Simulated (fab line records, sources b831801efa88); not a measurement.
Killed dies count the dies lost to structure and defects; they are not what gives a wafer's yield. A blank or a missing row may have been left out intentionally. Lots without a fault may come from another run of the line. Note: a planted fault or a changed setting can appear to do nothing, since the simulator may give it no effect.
Which tool did it? + flow sky130 + 13 lots with 39 wafers sampled at 3 steps, on a route of 708 steps

WHAT THE GAUGES READ, wafer by wafer
No reading from a measuring or inspecting step in the record can be judged against a usual standard deviation.

TOOL THAT RAN EACH LOT (tool first, then ch and the chambers of the sampled wafers, then the start)
| lot  | SKY_CAPM_METAL_ETCH_13            | SKY_CAPM_STRIP_14                    | SKY_PAD_OPEN_PROBE_99   |
|------|-----------------------------------|--------------------------------------|-------------------------|
| L574 | rie-metal-03 ch 0,1, day 37 09:29 | plasma-asher-04 ch 0,1, day 37 09:34 | -                       |
| L576 | rie-metal-04 ch 0,1, day 37 22:38 | plasma-asher-02 ch 0,1, day 37 22:43 | -                       |
| L577 | rie-metal-03 ch 1, day 38 10:33   | plasma-asher-03 ch 1, day 38 10:38   | -                       |
| L578 | rie-metal-03 ch 0,1, day 38 15:04 | plasma-asher-02 ch 0,1, day 38 15:08 | -                       |
| L579 | rie-metal-03 ch 0,1, day 39 08:06 | plasma-asher-04 ch 0,1, day 39 08:11 | -                       |
| L580 | rie-metal-04 ch 0,1, day 39 12:34 | plasma-asher-03 ch 0,1, day 39 12:38 | -                       |
| L582 | rie-metal-04 ch 0,1, day 40 04:08 | plasma-asher-02 ch 0,1, day 40 04:13 | -                       |
| L583 | rie-metal-04 ch 0,1, day 40 09:24 | plasma-asher-02 ch 0,1, day 40 09:29 | -                       |
| L584 | rie-metal-03 ch 0,1, day 40 11:15 | plasma-asher-03 ch 0,1, day 40 11:20 | -                       |
| L587 | rie-metal-04 ch 0,1, day 41 10:59 | plasma-asher-03 ch 1, day 41 11:04   | -                       |
| L588 | rie-metal-04 ch 0,1, day 41 17:12 | plasma-asher-03 ch 0,1, day 41 17:17 | prober-02, day 49 02:55 |
| L589 | rie-metal-04 ch 0,1, day 42 03:32 | plasma-asher-04 ch 0,1, day 42 03:37 | prober-01, day 49 13:06 |
| L590 | rie-metal-01 ch 0,1, day 42 09:01 | plasma-asher-04 ch 0,1, day 42 09:05 | -                       |
- SKY_CAPM_METAL_ETCH_13: etches TiN in Cl2/BCl3, stops on SiO2, target depth 220 nm, time 62.9 s.
- SKY_CAPM_STRIP_14: strips in O2/N2.
- SKY_PAD_OPEN_PROBE_99

WHAT THE TOOLS THEMSELVES READ (means of the sampled wafers that have a number; where no wafer has one, the mark that the record gives instead)
SKY_CAPM_METAL_ETCH_13. Usual: drypump-motor-current-A 5.7 A, standard deviation 0.39; oes-product-au 0.943 a.u., standard deviation 0.0068; rf-fwd-power-W 893 W, standard deviation 3.3; run-length-s 91.36 s, standard deviation 0.3; throttle-valve-pct 21.901 %, standard deviation 0.0096.
| lot  | tool         | drypump-motor-current-A (A) | oes-product-au (a.u.) | rf-fwd-power-W (W) | run-length-s (s) | throttle-valve-pct (%) | flag |
|------|--------------|-----------------------------|-----------------------|--------------------|------------------|------------------------|------|
| L574 | rie-metal-03 | 5.5                         | 0.938                 | 896                | 91.56            | 21.912                 |      |
| L576 | rie-metal-04 | 5.6                         | 0.944                 | 893                | 91.47            | 21.893                 |      |
| L577 | rie-metal-03 | 5.4                         | 0.949                 | 897                | 91.26            | 21.904                 |      |
| L578 | rie-metal-03 | 5.6                         | 0.933                 | 895                | 91.29            | 21.905                 |      |
| L579 | rie-metal-03 | 5.5                         | 0.940                 | 895                | 91.69            | 21.904                 |      |
| L580 | rie-metal-04 | 5.9                         | 0.947                 | 890                | 91.34            | 21.899                 |      |
| L582 | rie-metal-04 | 5.9                         | 0.932                 | 888                | 91.34            | 21.905                 |      |
| L583 | rie-metal-04 | 5.9                         | 0.938                 | 893                | 91.44            | 21.901                 |      |
| L584 | rie-metal-03 | 5.6                         | 0.949                 | 890                | 91.60            | 21.902                 |      |
| L587 | rie-metal-04 | 5.9                         | 0.943                 | 888                | 91.30            | 21.898                 |      |
| L588 | rie-metal-04 | 5.6                         | 0.961                 | 892                | 87.32            | 21.886                 | OFF  |
| L589 | rie-metal-04 | 5.6                         | 0.968                 | 894                | 87.23            | 21.881                 | OFF  |
| L590 | rie-metal-01 | 6.2                         | 0.931                 | 895                | 90.95            | 21.908                 |      |

SKY_CAPM_STRIP_14. Usual: drypump-motor-current-A 5.7 A, standard deviation 0.56; oes-product-au 0.710 a.u., standard deviation 0.0045; strip-time-to-endpoint-s 12.66 s, standard deviation 0.045.
| lot  | tool            | drypump-motor-current-A (A) | oes-product-au (a.u.) | strip-time-to-endpoint-s (s) | flag |
|------|-----------------|-----------------------------|-----------------------|------------------------------|------|
| L574 | plasma-asher-04 | 5.2                         | 0.709                 | 12.65                        |      |
| L576 | plasma-asher-02 | 5.5                         | 0.706                 | 12.69                        |      |
| L577 | plasma-asher-03 | 5.9                         | 0.712                 | 12.66                        |      |
| L578 | plasma-asher-02 | 5.5                         | 0.710                 | 12.68                        |      |
| L579 | plasma-asher-04 | 5.1                         | 0.711                 | 12.64                        |      |
| L580 | plasma-asher-03 | 6.2                         | 0.708                 | 12.60                        |      |
| L582 | plasma-asher-02 | 5.5                         | 0.713                 | 12.65                        |      |
| L583 | plasma-asher-02 | 5.5                         | 0.711                 | 12.65                        |      |
| L584 | plasma-asher-03 | 6.4                         | 0.708                 | 12.70                        |      |
| L587 | plasma-asher-03 | 5.9                         | 0.709                 | 12.69                        |      |
| L588 | plasma-asher-03 | 6.2                         | 0.708                 | 12.75                        |      |
| L589 | plasma-asher-04 | 5.1                         | 0.711                 | 12.71                        |      |
| L590 | plasma-asher-04 | 5.1                         | 0.711                 | 12.64                        |      |

SKY_PAD_OPEN_PROBE_99. Usual: defect-limited-yield 82.8 %, standard deviation 2; killed_at_M0_to_M3 42, standard deviation 7.3; killed_at_M4_up 3.2, standard deviation 1.8; killed-at-contacts 25, standard deviation 5.2; killed-at-front-end 15, standard deviation 4.6; killed-at-other 0.3, standard deviation 0.62; killed-dies 85, standard deviation 9.9; killed-on-rim 17, standard deviation 3.9; killed-open 46, standard deviation 7.1; killed-short 38, standard deviation 5.7; sort_bin_3_pad_short 0.9 %, standard deviation 0.42; sort_bin_5_function 10.0 %, standard deviation 1.5; sort_bin_6_memory 6.3 %, standard deviation 1.2; sort-n-pass 407, standard deviation 9.9; sort-yield-pct 82.8 %, standard deviation 2.
| lot  | tool      | defect-limited-yield (%) | killed_at_M0_to_M3 | killed_at_M4_up | killed-at-contacts | killed-at-front-end | killed-at-other | killed-dies | killed-on-rim | killed-open | killed-short | sort_bin_3_pad_short (%) | sort_bin_5_function (%) | sort_bin_6_memory (%) | sort-n-pass | sort-yield-pct (%) | flag |
|------|-----------|--------------------------|--------------------|-----------------|--------------------|---------------------|-----------------|-------------|---------------|-------------|--------------|--------------------------|-------------------------|-----------------------|-------------|--------------------|------|
| L588 | prober-02 | 56.9                     | 41                 | 3.0             | 22                 | 9                   | 136.7           | 212         | 41            | 39          | 37           | 28.4                     | 9.6                     | 5.1                   | 280         | 56.9               | OFF  |
| L589 | prober-01 | 55.4                     | 39                 | 3.0             | 26                 | 10                  | 141.7           | 219         | 40            | 44          | 34           | 29.5                     | 8.9                     | 6.2                   | 273         | 55.4               | OFF  |

THE ANSWER, worked out from the rows above alone
Rule: take the mean of a lot's wafers that have a number; if it is more than 3 standard deviations from the usual mean, the lot is off. A lot without any number at a reading at which 4 lots or more have one is off too. Where the step has rows for the other lots, those lots are counted as sound. First the gauges in route order, then the tools' own readings, where a lot's mean is used as printed above. At the first step where some lot is off, the reading lying furthest off is the one used; lots without a number count as furthest.
Off at SKY_CAPM_METAL_ETCH_13 (run-length-s): L588, L589.
If a tool, at that step or one of the process steps before it, ran each lot that is off and ran no sound lot following the first of them, it fits. One fits: rie-metal-04 at SKY_CAPM_METAL_ETCH_13. Its last sound lot is L587 (day 41 10:59), its first lot that is off L588 (day 41 17:12): a fault that began between those two fits.
The tool's own readings at SKY_CAPM_METAL_ETCH_13 bear it out: on the lots that are off they differ by more than 5 times the standard deviation of the sound lots' means. run-length-s reads 87.28 s there against 91.39 s on the sound lots.

WHAT WAS PUT IN BY THE SIMULATOR
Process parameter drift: rie-metal-04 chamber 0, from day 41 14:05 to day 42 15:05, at SKY_CAPM_METAL_ETCH_13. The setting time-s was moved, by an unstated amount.
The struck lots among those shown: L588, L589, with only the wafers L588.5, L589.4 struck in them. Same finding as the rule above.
